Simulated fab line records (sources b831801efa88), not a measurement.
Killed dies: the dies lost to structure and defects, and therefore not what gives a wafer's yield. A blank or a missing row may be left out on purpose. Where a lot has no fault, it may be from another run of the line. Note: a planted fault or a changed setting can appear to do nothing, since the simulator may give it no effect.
fab line records -- flow gf180mcu -- part 1 of 2: steps 1 to 26 of 36
record lots=5, wafers=15, last-day=33
route steps=602 shown MIM@510 M5@526 V5@540
lots with no fault: from the same line, run without faults
start-h: start of the lot's first displayed wafer, in hours after the record's first day -- wait-h: how many hours have passed since the lot's step before this one -- " unchanged from the row above -- L1.1+2: a row that stands for several wafers -- - either no value or no given start -- * or withheld: withheld -- < > ~ a bound
route shown NAME@n: NAME is a module with steps in the file, n the number in the route of the first one -- usual: the fault-free wafers' mean and standard deviation -- same: alike in all rows -- chamber/n: place in a boat -- sites: the reading at each site -- _std_site: how widely they spread, as a standard deviation -- _edge_site: inner sites' mean taken away from outer sites' mean -- radius-mm: for every site, how far away it sits from the centre of the wafer -- mask NAME#n: copy n -- behind: the most recent tool/chamber to have shaped the wafer -- hold: why the lot went on hold/how many hours it stayed there/how the hold came to an end -- device: the n, p or np transistor that did not switch -- end of line: the route-end tests of the same wafers -- where a step has no rows: the recipe by itself -- killed: the dies lost at the first sort to structure and to defects; this is not the yield of the wafer -- map: per-die view of a wafer (x killed, . not killed, _ where there is no die)
set.NAME: the setting that was run; set.NAME@STEP: the one run at that earlier step -- model.NAME: the simulator's own value behind a step, which no gauge read
lots at some steps of the route; a table a step, a row a wafer
services: from which hour (start-h, from the record's first day; less than 0 if before it) a tool's chamber was out of use, for how many hours, and why
## steps
# step GF_MIM_SPUTTER_07
# recipe material=TiN, target-thk-nm=60, power-w=6500, time-s=50, chamber-pressure-pa=0.4
# usual throttle-valve-pct=30.2/1.2
lot.wafer,tool,chamber,start-h,wait-h,throttle-valve-pct
L077.1,pvd-sputter-02,-,592.02,0.1,32.1
L077.3,pvd-sputter-02,-,592.02,0.1,32.3
L077.6,pvd-sputter-02,-,592.02,0.1,29.5
L082.2,pvd-sputter-03,-,629.33,0.0,30.4
L082.3,pvd-sputter-03,-,629.33,0.0,29.3
L082.5,pvd-sputter-03,-,629.33,0.0,29.5
L084.3,pvd-sputter-03,-,642.98,0.0,29.6
L084.5,pvd-sputter-03,-,642.98,0.0,30.7
L084.6,pvd-sputter-03,-,642.98,0.0,29.8
L085.1,pvd-sputter-03,-,652.03,0.1,29.7
L085.3,pvd-sputter-03,-,652.03,0.1,29.5
L085.5,pvd-sputter-03,-,652.03,0.1,29.5
L090.3,pvd-sputter-03,-,683.28,0.0,29.6
L090.4,pvd-sputter-03,-,683.28,0.0,30.6
L090.6,pvd-sputter-03,-,683.28,0.0,30.0
# step GF_MIM_SPUTTER_08
# recipe material=AlCu, target-thk-nm=200, power-w=10600, time-s=10.6, chamber-pressure-pa=0.4
# usual throttle-valve-pct=30.3/1.1
lot.wafer,tool,chamber,start-h,wait-h,throttle-valve-pct
L077.1,pvd-sputter-02,-,592.06,0.0,31.9
L077.3,pvd-sputter-02,-,592.06,0.0,32.2
L077.6,pvd-sputter-02,-,592.06,0.0,29.4
L082.2,pvd-sputter-03,-,629.38,0.0,30.4
L082.3,pvd-sputter-03,-,629.38,0.0,29.7
L082.5,pvd-sputter-03,-,629.38,0.0,29.6
L084.3,pvd-sputter-03,-,643.02,0.0,29.5
L084.5,pvd-sputter-03,-,643.02,0.0,30.7
L084.6,pvd-sputter-03,-,643.02,0.0,29.7
L085.1,pvd-sputter-03,-,652.08,0.0,29.7
L085.3,pvd-sputter-03,-,652.08,0.0,29.8
L085.5,pvd-sputter-03,-,652.08,0.0,29.6
L090.3,pvd-sputter-03,-,683.33,0.0,29.7
L090.4,pvd-sputter-03,-,683.33,0.0,30.6
L090.6,pvd-sputter-03,-,683.33,0.0,30.3
# step GF_MIM_SPUTTER_09
# recipe material=TiN, target-thk-nm=35, power-w=6500, time-s=29.2, chamber-pressure-pa=0.4
# usual throttle-valve-pct=30.3/1.2
lot.wafer,tool,chamber,start-h,wait-h,throttle-valve-pct
L077.1,pvd-sputter-02,-,592.09,0.0,32.1
L077.3,pvd-sputter-02,-,592.09,0.0,32.4
L077.6,pvd-sputter-02,-,592.09,0.0,29.6
L082.2,pvd-sputter-03,-,629.40,0.0,30.8
L082.3,pvd-sputter-03,-,629.40,0.0,29.6
L082.5,pvd-sputter-03,-,629.40,0.0,29.4
L084.3,pvd-sputter-03,-,643.05,0.0,29.5
L084.5,pvd-sputter-03,-,643.05,0.0,30.4
L084.6,pvd-sputter-03,-,643.05,0.0,29.7
L085.1,pvd-sputter-03,-,652.10,0.0,29.5
L085.3,pvd-sputter-03,-,652.10,0.0,29.7
L085.5,pvd-sputter-03,-,652.10,0.0,29.7
L090.3,pvd-sputter-03,-,683.35,0.0,29.4
L090.4,pvd-sputter-03,-,683.35,0.0,30.3
L090.6,pvd-sputter-03,-,683.35,0.0,30.1
# step GF_MIM_RS_MEAS_10
# recipe thk-meas-gauge=four-point-probe, reads=TiN_of_MIM_SPUTTER_09+AlCu_of_MIM_SPUTTER_08+TiN_of_MIM_SPUTTER_07
# usual MIM_ALCU_RS=0.1607/0.002
lot.wafer,tool,chamber,start-h,wait-h,MIM_ALCU_RS[ohm/sq]
L077.1,film-metro-01,-,592.12,0.0,0.1596
L077.3,film-metro-01,-,592.12,0.0,0.1601
L077.6,film-metro-01,-,592.12,0.0,0.1581
L082.2,film-metro-04,-,629.45,0.0,0.1626
L082.3,film-metro-04,-,629.45,0.0,0.1618
L082.5,film-metro-04,-,629.45,0.0,0.1607
L084.3,film-metro-03,-,643.12,0.1,0.1630
L084.5,film-metro-03,-,643.12,0.1,0.1620
L084.6,film-metro-03,-,643.12,0.1,0.1636
L085.1,film-metro-04,-,652.13,0.0,0.1642
L085.3,film-metro-04,-,652.13,0.0,0.1625
L085.5,film-metro-04,-,652.13,0.0,0.1629
L090.3,film-metro-03,-,683.43,0.1,0.1644
L090.4,film-metro-03,-,683.43,0.1,0.1629
L090.6,film-metro-03,-,683.43,0.1,0.1621
# step GF_MIM_THK_MEAS_11
# recipe thk-meas-gauge=xrf, reads=AlCu_of_MIM_SPUTTER_08
# usual MIM_ALCU_THK=199.0/2.6
lot.wafer,tool,chamber,start-h,wait-h,MIM_ALCU_THK[nm]
L077.1,film-metro-01,-,592.24,0.1,200.7
L077.3,film-metro-01,-,592.24,0.1,198.6
L077.6,film-metro-01,-,592.24,0.1,202.3
L082.2,film-metro-04,-,629.56,0.1,196.7
L082.3,film-metro-04,-,629.56,0.1,197.4
L082.5,film-metro-04,-,629.56,0.1,198.4
L084.3,film-metro-03,-,643.22,0.1,194.5
L084.5,film-metro-03,-,643.22,0.1,197.9
L084.6,film-metro-03,-,643.22,0.1,195.5
L085.1,film-metro-04,-,652.25,0.1,194.4
L085.3,film-metro-04,-,652.25,0.1,197.6
L085.5,film-metro-04,-,652.25,0.1,196.5
L090.3,film-metro-03,-,683.53,0.1,195.3
L090.4,film-metro-03,-,683.53,0.1,196.8
L090.6,film-metro-03,-,683.53,0.1,196.9
# step GF_MIM_DEHYDRATE_12
# recipe temp-c=200, time-s=60
# usual exhaust-pa=44.9/0.76
lot.wafer,tool,chamber,start-h,wait-h,exhaust-pa
L077.1,litho-track-01,0,602.04,9.8,44.0
L077.3,litho-track-01,0,602.04,9.8,45.1
L077.6,litho-track-01,0,602.04,9.8,44.5
L082.2,litho-track-01,0,638.81,9.2,45.4
L082.3,litho-track-01,0,638.81,9.2,44.7
L082.5,litho-track-01,0,638.81,9.2,45.7
L084.3,litho-track-02,0,652.31,9.1,44.6
L084.5,litho-track-02,0,652.31,9.1,44.9
L084.6,litho-track-02,0,652.31,9.1,45.1
L085.1,litho-track-03,0,661.20,8.9,45.0
L085.3,litho-track-03,0,661.20,8.9,45.9
L085.5,litho-track-03,0,661.20,8.9,46.4
L090.3,litho-track-03,0,692.25,8.7,45.6
L090.4,litho-track-03,0,692.25,8.7,45.0
L090.6,litho-track-03,0,692.25,8.7,44.1
# step GF_MIM_HMDS_13
# recipe prime-time-s=60, prime-temp-c=120
# usual exhaust-pa=45.1/0.86
lot.wafer,tool,chamber,start-h,wait-h,exhaust-pa
L077.1,litho-track-01,0,602.19,0.1,43.7
L077.3,litho-track-01,0,602.19,0.1,44.1
L077.6,litho-track-01,0,602.19,0.1,43.0
L082.2,litho-track-01,0,638.96,0.1,45.7
L082.3,litho-track-01,0,638.96,0.1,44.3
L082.5,litho-track-01,0,638.96,0.1,45.9
L084.3,litho-track-02,0,652.46,0.1,45.2
L084.5,litho-track-02,0,652.46,0.1,44.8
L084.6,litho-track-02,0,652.46,0.1,44.5
L085.1,litho-track-03,0,661.35,0.1,43.5
L085.3,litho-track-03,0,661.35,0.1,44.4
L085.5,litho-track-03,0,661.35,0.1,44.2
L090.3,litho-track-03,0,692.40,0.1,45.5
L090.4,litho-track-03,0,692.40,0.1,46.2
L090.6,litho-track-03,0,692.40,0.1,44.9
# step GF_MIM_COAT_14
# recipe resist=NOVOLAK, spin-rpm=3000, resist-thk-nm=1000
# usual exhaust-pa=45.2/0.83
lot.wafer,tool,chamber,start-h,wait-h,exhaust-pa
L077.1,litho-track-01,0,602.34,0.1,46.1
L077.3,litho-track-01,0,602.34,0.1,44.0
L077.6,litho-track-01,0,602.34,0.1,45.6
L082.2,litho-track-01,0,639.11,0.1,45.1
L082.3,litho-track-01,0,639.11,0.1,43.2
L082.5,litho-track-01,0,639.11,0.1,45.5
L084.3,litho-track-02,0,652.61,0.1,45.3
L084.5,litho-track-02,0,652.61,0.1,44.1
L084.6,litho-track-02,0,652.61,0.1,45.5
L085.1,litho-track-03,0,661.50,0.1,44.4
L085.3,litho-track-03,0,661.50,0.1,44.6
L085.5,litho-track-03,0,661.50,0.1,44.0
L090.3,litho-track-03,0,692.55,0.1,45.9
L090.4,litho-track-03,0,692.55,0.1,45.3
L090.6,litho-track-03,0,692.55,0.1,43.9
# step GF_MIM_SOFTBAKE_15
# recipe temp-c=90, time-s=60, resist=NOVOLAK
# usual exhaust-pa=45.0/0.98
lot.wafer,tool,chamber,start-h,wait-h,exhaust-pa
L077.1,litho-track-01,0,602.49,0.1,46.4
L077.3,litho-track-01,0,602.49,0.1,45.4
L077.6,litho-track-01,0,602.49,0.1,45.9
L082.2,litho-track-01,0,639.26,0.1,44.1
L082.3,litho-track-01,0,639.26,0.1,44.8
L082.5,litho-track-01,0,639.26,0.1,45.3
L084.3,litho-track-02,0,652.76,0.1,42.0
L084.5,litho-track-02,0,652.76,0.1,43.1
L084.6,litho-track-02,0,652.76,0.1,42.7
L085.1,litho-track-03,0,661.65,0.1,45.5
L085.3,litho-track-03,0,661.65,0.1,46.0
L085.5,litho-track-03,0,661.65,0.1,46.7
L090.3,litho-track-03,0,692.70,0.1,44.7
L090.4,litho-track-03,0,692.70,0.1,45.3
L090.6,litho-track-03,0,692.70,0.1,43.9
# step GF_MIM_EXPOSE_16
# recipe mask-id=FuseTop, target-cd-nm=2000, na=0.6, source-shape=conventional, sigma-outer=0.6, dose-mj=140
lot.wafer,tool,chamber,start-h,wait-h,mask
L077.1+3+6,iline-stepper-01,0,-,-,FuseTop#0
L082.2+3+5,iline-stepper-02,0,-,-,FuseTop#0
L084.3+5+6,iline-stepper-02,0,-,-,FuseTop#0
L085.1+3+5,iline-stepper-01,0,-,-,FuseTop#0
L090.3+4+6,iline-stepper-02,0,-,-,FuseTop#0
# step GF_MIM_PEB_17
# recipe temp-c=withheld, time-s=*, resist=NOVOLAK
# usual exhaust-pa=45.0/0.89
lot.wafer,tool,chamber,start-h,wait-h,exhaust-pa
L077.1,litho-track-01,0,-,-,44.3
L077.3,litho-track-01,0,-,-,44.2
L077.6,litho-track-01,0,-,-,43.4
L082.2,litho-track-03,0,-,-,45.6
L082.3,litho-track-03,0,-,-,45.5
L082.5,litho-track-03,0,-,-,43.4
L084.3,litho-track-01,0,-,-,44.3
L084.5,litho-track-01,0,-,-,44.9
L084.6,litho-track-01,0,-,-,45.5
L085.1,litho-track-02,0,-,-,43.1
L085.3,litho-track-02,0,-,-,44.4
L085.5,litho-track-02,0,-,-,43.7
L090.3,litho-track-02,0,-,-,43.6
L090.4,litho-track-02,0,-,-,45.7
L090.6,litho-track-02,0,-,-,44.6
# step GF_MIM_DEVELOP_18
# recipe develop-time-s=60, dev-temp-c=23
# usual exhaust-pa=44.9/0.92
lot.wafer,tool,chamber,start-h,wait-h,exhaust-pa
L077.1,litho-track-01,0,612.74,0.1,45.5
L077.3,litho-track-01,0,612.74,0.1,45.4
L077.6,litho-track-01,0,612.74,0.1,45.3
L082.2,litho-track-03,0,649.18,0.1,45.9
L082.3,litho-track-03,0,649.18,0.1,45.9
L082.5,litho-track-03,0,649.18,0.1,45.0
L084.3,litho-track-01,0,662.64,0.1,43.9
L084.5,litho-track-01,0,662.64,0.1,44.4
L084.6,litho-track-01,0,662.64,0.1,45.4
L085.1,litho-track-02,0,671.11,0.1,45.3
L085.3,litho-track-02,0,671.11,0.1,44.0
L085.5,litho-track-02,0,671.11,0.1,44.6
L090.3,litho-track-02,0,702.01,0.1,44.8
L090.4,litho-track-02,0,702.01,0.1,44.6
L090.6,litho-track-02,0,702.01,0.1,44.4
# step GF_MIM_METAL_ETCH_19
# recipe chemistry=Cl2/BCl3, mask-material=NOVOLAK, stop-on=Si3N4, target-depth-nm=324.5, pressure-mtorr=8, icp-w=800, bias-w=140, Cl2_flow_sccm=80, bcl3-flow-sccm=40, time-s=54.1
# usual drypump-motor-current-A=5.9/0.54, he-backside-leak-sccm=3.30/0.21, oes-product-au=0.940/0.0059, throttle-valve-pct=28.285/0.0099
lot.wafer,tool,chamber,start-h,wait-h,drypump-motor-current-A,he-backside-leak-sccm,oes-product-au,rf-hours-counter-h,throttle-valve-pct
L077.1,rie-metal-04,0,612.89,0.1,5.5,3.21,0.946,14,28.273
L077.3,rie-metal-04,0,612.89,0.1,5.4,3.40,0.943,-,28.271
L077.6,rie-metal-04,0,612.89,0.1,5.4,3.22,0.943,-,28.278
L082.2,rie-metal-02,0,649.30,0.1,6.7,3.35,0.938,11,28.289
L082.3,rie-metal-02,1,649.30,0.1,5.2,3.07,0.940,-,28.302
L082.5,rie-metal-02,0,649.30,0.1,6.7,3.35,0.934,-,28.293
L084.3,rie-metal-02,1,662.76,0.1,5.2,2.93,0.938,-,28.289
L084.5,rie-metal-02,0,662.76,0.1,6.7,3.52,0.942,-,28.282
L084.6,rie-metal-02,1,662.76,0.1,5.2,3.15,0.929,-,28.299
L085.1,rie-metal-01,1,671.26,0.1,6.1,3.62,0.934,12,28.302
L085.3,rie-metal-01,1,671.26,0.1,6.0,3.49,0.937,-,28.282
L085.5,rie-metal-01,1,671.26,0.1,6.0,3.50,0.935,-,28.310
L090.3,rie-metal-02,1,702.13,0.1,5.2,3.14,0.936,-,28.297
L090.4,rie-metal-02,0,702.13,0.1,6.7,3.30,0.933,-,28.289
L090.6,rie-metal-02,1,702.13,0.1,5.2,2.89,0.946,-,28.280
# step GF_MIM_STRIP_20
# recipe chemistry=O2/N2, power-w=1400, pressure-mtorr=1500, platen-temp-c=250, o2-flow-sccm=3000, n2-flow-sccm=300, overash-fraction=0.5
# usual drypump-motor-current-A=5.6/0.58, heater-power-w=335/44, oes-product-au=0.692/0.0043, strip-time-to-endpoint-s=11.23/0.039
lot.wafer,tool,chamber,start-h,wait-h,drypump-motor-current-A,heater-power-w,oes-product-au,rf-hours-counter-h,strip-time-to-endpoint-s
L077.1,plasma-asher-04,0,613.03,0.1,6.5,314,0.696,98,11.23
L077.3,plasma-asher-04,1,613.03,0.1,4.9,318,0.683,-,11.21
L077.6,plasma-asher-04,1,613.03,0.1,4.9,330,0.697,-,11.27
L082.2,plasma-asher-04,1,649.37,0.0,4.9,324,0.693,102,11.17
L082.3,plasma-asher-04,1,649.37,0.0,4.9,323,0.698,-,11.16
L082.5,plasma-asher-04,0,649.37,0.0,6.5,310,0.677,-,11.17
L084.3,plasma-asher-04,0,662.84,0.1,6.5,306,0.694,-,11.20
L084.5,plasma-asher-04,1,662.84,0.1,4.9,325,0.690,-,11.14
L084.6,plasma-asher-04,0,662.84,0.1,6.5,303,0.690,-,11.21
L085.1,plasma-asher-04,0,671.33,0.0,6.5,315,0.695,105,11.30
L085.3,plasma-asher-04,1,671.33,0.0,4.9,315,0.690,-,11.22
L085.5,plasma-asher-04,0,671.33,0.0,6.5,309,0.688,-,11.31
L090.3,plasma-asher-04,1,702.21,0.1,4.9,323,0.689,-,11.21
L090.4,plasma-asher-04,0,702.21,0.1,6.5,309,0.694,-,11.23
L090.6,plasma-asher-04,1,702.21,0.1,4.9,316,0.685,-,11.24
# step GF_MIM_STRIP_21
# recipe chemistry=post-etch-residue-remover, time-s=1200, temp-c=72.5
lot.wafer,tool,chamber,start-h,wait-h
L077.1+3+6,wet-bench-01,2,613.13,0.1
L082.2+3+5,wet-bench-01,1,649.47,0.1
L084.3+5+6,wet-bench-04,0,662.91,0.0
L085.1+3+5,wet-bench-03,2,671.43,0.1
L090.3+4+6,wet-bench-01,1,702.28,0.0
# step GF_MIM_CLEAN_22
# recipe chemistry=DIW, dry=n2-spin
lot.wafer,tool,chamber,start-h,wait-h
L077.1+3+6,wet-bench-03,3,613.47,0.0
L082.2+3+5,wet-bench-03,1,649.82,0.0
L084.3+5+6,wet-bench-01,3,663.28,0.0
L085.1+3+5,wet-bench-01,2,671.77,0.0
L090.3+4+6,wet-bench-03,0,702.62,0.0
# step GF_M5_DEHYDRATE_00
# recipe temp-c=200, time-s=60
# usual exhaust-pa=44.9/0.96
lot.wafer,tool,chamber,start-h,wait-h,exhaust-pa
L077.1,litho-track-01,0,623.14,9.6,44.5
L077.3,litho-track-01,0,623.14,9.6,43.5
L077.6,litho-track-01,0,623.14,9.6,46.2
L082.2,litho-track-04,0,659.15,9.2,44.0
L082.3,litho-track-04,0,659.15,9.2,43.6
L082.5,litho-track-04,0,659.15,9.2,42.7
L084.3,litho-track-01,0,672.54,9.2,45.3
L084.5,litho-track-01,0,672.54,9.2,45.7
L084.6,litho-track-01,0,672.54,9.2,44.8
L085.1,litho-track-03,0,680.70,8.8,44.5
L085.3,litho-track-03,0,680.70,8.8,45.6
L085.5,litho-track-03,0,680.70,8.8,45.0
L090.3,litho-track-04,0,711.07,8.4,45.2
L090.4,litho-track-04,0,711.07,8.4,44.4
L090.6,litho-track-04,0,711.07,8.4,45.4
# step GF_M5_HMDS_01
# recipe prime-time-s=60, prime-temp-c=120
# usual exhaust-pa=45.0/0.92
lot.wafer,tool,chamber,start-h,wait-h,exhaust-pa
L077.1,litho-track-01,0,623.29,0.1,43.6
L077.3,litho-track-01,0,623.29,0.1,45.2
L077.6,litho-track-01,0,623.29,0.1,44.8
L082.2,litho-track-04,0,659.30,0.1,45.0
L082.3,litho-track-04,0,659.30,0.1,44.3
L082.5,litho-track-04,0,659.30,0.1,45.1
L084.3,litho-track-01,0,672.69,0.1,45.9
L084.5,litho-track-01,0,672.69,0.1,46.4
L084.6,litho-track-01,0,672.69,0.1,45.9
L085.1,litho-track-03,0,680.85,0.1,45.4
L085.3,litho-track-03,0,680.85,0.1,45.3
L085.5,litho-track-03,0,680.85,0.1,46.7
L090.3,litho-track-04,0,711.22,0.1,42.5
L090.4,litho-track-04,0,711.22,0.1,43.0
L090.6,litho-track-04,0,711.22,0.1,41.5
# step GF_M5_COAT_02
# recipe resist=KrF, spin-rpm=withheld, resist-thk-nm=1000
# usual exhaust-pa=44.7/0.75
lot.wafer,tool,chamber,start-h,wait-h,exhaust-pa
L077.1,litho-track-01,0,623.44,0.1,44.5
L077.3,litho-track-01,0,623.44,0.1,43.9
L077.6,litho-track-01,0,623.44,0.1,44.9
L082.2,litho-track-04,0,659.45,0.1,44.1
L082.3,litho-track-04,0,659.45,0.1,44.1
L082.5,litho-track-04,0,659.45,0.1,43.8
L084.3,litho-track-01,0,672.84,0.1,44.7
L084.5,litho-track-01,0,672.84,0.1,43.8
L084.6,litho-track-01,0,672.84,0.1,44.8
L085.1,litho-track-03,0,681.00,0.1,44.6
L085.3,litho-track-03,0,681.00,0.1,46.2
L085.5,litho-track-03,0,681.00,0.1,44.3
L090.3,litho-track-04,0,711.37,0.1,45.2
L090.4,litho-track-04,0,711.37,0.1,44.3
L090.6,litho-track-04,0,711.37,0.1,45.9
# step GF_M5_SOFTBAKE_03
# recipe temp-c=130, time-s=60, resist=KrF
# usual exhaust-pa=45.1/0.92
lot.wafer,tool,chamber,start-h,wait-h,exhaust-pa
L077.1,litho-track-01,0,623.59,0.1,44.1
L077.3,litho-track-01,0,623.59,0.1,46.8
L077.6,litho-track-01,0,623.59,0.1,45.9
L082.2,litho-track-04,0,659.60,0.1,45.8
L082.3,litho-track-04,0,659.60,0.1,44.5
L082.5,litho-track-04,0,659.60,0.1,45.4
L084.3,litho-track-01,0,672.99,0.1,45.9
L084.5,litho-track-01,0,672.99,0.1,46.1
L084.6,litho-track-01,0,672.99,0.1,45.1
L085.1,litho-track-03,0,681.15,0.1,45.0
L085.3,litho-track-03,0,681.15,0.1,45.9
L085.5,litho-track-03,0,681.15,0.1,46.3
L090.3,litho-track-04,0,711.52,0.1,44.3
L090.4,litho-track-04,0,711.52,0.1,45.4
L090.6,litho-track-04,0,711.52,0.1,45.6
# step GF_M5_EXPOSE_04
# recipe mask-id=Metal5, target-cd-nm=280, na=0.68, source-shape=conventional, sigma-outer=0.6, dose-mj=28
lot.wafer,tool,chamber,start-h,wait-h,mask
L077.1+3+6,krf-scanner-01,0,-,-,Metal5#0
L082.2+3+5,krf-scanner-01,0,-,-,Metal5#0
L084.3+5+6,krf-scanner-01,0,-,-,Metal5#0
L085.1+3+5,krf-scanner-01,0,-,-,Metal5#0
L090.3+4+6,krf-scanner-01,0,-,-,Metal5#0
# step GF_M5_PEB_05
# recipe peb-temp-c=135, peb-time-s=90, resist=KrF
# usual exhaust-pa=45.1/0.89
lot.wafer,tool,chamber,start-h,wait-h,exhaust-pa
L077.1,litho-track-03,0,-,-,45.0
L077.3,litho-track-03,0,-,-,43.3
L077.6,litho-track-03,0,-,-,45.3
L082.2,litho-track-04,0,-,-,44.3
L082.3,litho-track-04,0,-,-,44.9
L082.5,litho-track-04,0,-,-,43.3
L084.3,litho-track-03,0,-,-,46.3
L084.5,litho-track-03,0,-,-,45.8
L084.6,litho-track-03,0,-,-,44.5
L085.1,litho-track-03,0,-,-,45.1
L085.3,litho-track-03,0,-,-,44.3
L085.5,litho-track-03,0,-,-,46.1
L090.3,litho-track-04,0,-,-,44.0
L090.4,litho-track-04,0,-,-,44.3
L090.6,litho-track-04,0,-,-,43.1
# step GF_M5_DEVELOP_06
# recipe develop-time-s=60, dev-temp-c=21
# usual exhaust-pa=44.9/0.85
lot.wafer,tool,chamber,start-h,wait-h,exhaust-pa
L077.1,litho-track-03,0,633.11,0.2,44.2
L077.3,litho-track-03,0,633.11,0.2,44.7
L077.6,litho-track-03,0,633.11,0.2,45.1
L082.2,litho-track-04,0,669.10,0.2,45.1
L082.3,litho-track-04,0,669.10,0.2,45.2
L082.5,litho-track-04,0,669.10,0.2,44.5
L084.3,litho-track-03,0,682.45,0.1,45.0
L084.5,litho-track-03,0,682.45,0.1,45.0
L084.6,litho-track-03,0,682.45,0.1,43.6
L085.1,litho-track-03,0,690.25,0.2,44.5
L085.3,litho-track-03,0,690.25,0.2,44.0
L085.5,litho-track-03,0,690.25,0.2,44.2
L090.3,litho-track-04,0,719.72,0.1,44.7
L090.4,litho-track-04,0,719.72,0.1,44.3
L090.6,litho-track-04,0,719.72,0.1,44.5
# step GF_M5_CD_MEAS_07
# recipe target-cd-nm=280
# usual cd-nm=279.9/1
lot.wafer,tool,chamber,start-h,wait-h,cd-nm
L077.1,cd-sem-01,-,633.26,0.1,278.4
L077.3,cd-sem-01,-,633.26,0.1,279.3
L077.6,cd-sem-01,-,633.26,0.1,279.8
L082.2,cd-sem-01,-,669.24,0.1,281.7
L082.3,cd-sem-01,-,669.24,0.1,281.0
L082.5,cd-sem-01,-,669.24,0.1,280.1
L084.3,cd-sem-02,-,682.59,0.1,281.7
L084.5,cd-sem-02,-,682.59,0.1,280.9
L084.6,cd-sem-02,-,682.59,0.1,283.4
L085.1,cd-sem-01,-,690.40,0.1,279.8
L085.3,cd-sem-01,-,690.40,0.1,279.5
L085.5,cd-sem-01,-,690.40,0.1,281.2
L090.3,cd-sem-02,-,719.86,0.1,280.1
L090.4,cd-sem-02,-,719.86,0.1,280.5
L090.6,cd-sem-02,-,719.86,0.1,281.0
# step GF_M5_OVL_MEAS_08
# usual M5_OVL=4/7.3
lot.wafer,tool,chamber,start-h,wait-h,M5_OVL[nm]
L077.1,overlay-02,-,633.38,0.1,5
L077.3,overlay-02,-,633.38,0.1,6
L077.6,overlay-02,-,633.38,0.1,12
L082.2,overlay-02,-,669.35,0.1,6
L082.3,overlay-02,-,669.35,0.1,6
L082.5,overlay-02,-,669.35,0.1,4
L084.3,overlay-02,-,682.69,0.1,10
L084.5,overlay-02,-,682.69,0.1,3
L084.6,overlay-02,-,682.69,0.1,7
L085.1,overlay-02,-,690.52,0.1,6
L085.3,overlay-02,-,690.52,0.1,-3
L085.5,overlay-02,-,690.52,0.1,5
L090.3,overlay-02,-,719.96,0.1,0
L090.4,overlay-02,-,719.96,0.1,0
L090.6,overlay-02,-,719.96,0.1,-5
# step GF_M5_ETCH_09
# recipe chemistry=CF4/O2, target=Si3N4, target-depth-nm=52, source-w=800, bias-w=150, pressure-mtorr=150, cf4-flow-sccm=80, O2_flow_sccm=10, time-s=11.6
# usual drypump-motor-current-A=5.7/0.4, oes-product-au=0.998/0.0073, throttle-valve-pct=5.970/0.0091
lot.wafer,tool,chamber,start-h,wait-h,drypump-motor-current-A,oes-product-au,rf-hours-counter-h,throttle-valve-pct
L077.1,rie-diel-01,2,633.41,0.0,5.7,0.995,60,5.973
L077.3,rie-diel-01,0,633.41,0.0,6.3,1.016,7,5.987
L077.6,rie-diel-01,1,633.41,0.0,5.2,1.002,-,5.974
L082.2,rie-diel-01,3,669.38,0.0,5.9,0.999,5,5.974
L082.3,rie-diel-01,1,669.38,0.0,5.2,1.016,6,5.968
L082.5,rie-diel-01,0,669.38,0.0,6.3,1.010,-,5.962
L084.3,rie-diel-04,2,682.71,0.0,5.5,0.997,18,5.975
L084.5,rie-diel-04,3,682.71,0.0,5.8,0.996,-,5.967
L084.6,rie-diel-04,0,682.71,0.0,5.2,0.997,-,5.972
L085.1,rie-diel-04,0,690.56,0.0,5.2,1.000,23,5.984
L085.3,rie-diel-04,3,690.56,0.0,5.8,0.987,55,5.959
L085.5,rie-diel-04,3,690.56,0.0,5.8,0.990,-,5.976
L090.3,rie-diel-01,1,719.98,0.0,5.2,0.992,9,5.963
L090.4,rie-diel-01,3,719.98,0.0,5.8,1.004,7,5.969
L090.6,rie-diel-01,0,719.98,0.0,6.3,1.003,-,5.979
